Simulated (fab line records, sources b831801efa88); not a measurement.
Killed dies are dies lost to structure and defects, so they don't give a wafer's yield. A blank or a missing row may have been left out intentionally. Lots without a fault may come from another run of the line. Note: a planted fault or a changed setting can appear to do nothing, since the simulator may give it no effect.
Chamber matching	flow sfq_line	SFQ_TRILAYER_I7_DEP_PECVD_183 on pecvd-04 has 3 sister chambers
The step deposits SiO2 from SiH4/N2O, time 111.11 s, target thk 500 nm. 3 wafers are shown with their chamber, then 9 later ones without.

== WAFERS WITH THEIR CHAMBER ==
wafer	chamber	throttle_valve_pct (%)
L473.6	0	25.4
L476.2	2	23.5
L476.5	1	27.3

== WAFERS WITHOUT THEIR CHAMBER ==
wafer	throttle_valve_pct (%)
L478.3	25.7
L478.5	25.8
L478.6	23.9
L479.2	23.6
L479.5	25.4
L479.6	23.5
L482.1	25.6
L482.2	26.9
L482.6	23.6

== WHICH CHAMBER EACH WENT THROUGH ==
wafer	from the rows above	in truth
L478.3	0	0
L478.5	0	0
L478.6	2	2
L479.2	2	2
L479.5	0	0
L479.6	2	2
L482.1	0	0
L482.2	1	1
L482.6	2	2
Correctly placed: 9 of 9. From these rows, 0 cannot be placed. Wrongly placed: 0.
How it was worked out, from the rows above alone: a wafer's distance from a chamber is the root of the sum, over the readings, of the square of ((its reading less the chamber's mean) divided by the reading's scatter). If the next closest chamber is less than 2 further off than the closest, the wafer can't be placed; otherwise it belongs to the closest. A chamber's mean is the mean of its shown wafers. The scatter: root of mean squared gap, hidden wafer to nearest shown wafer, with one shown wafer a chamber.
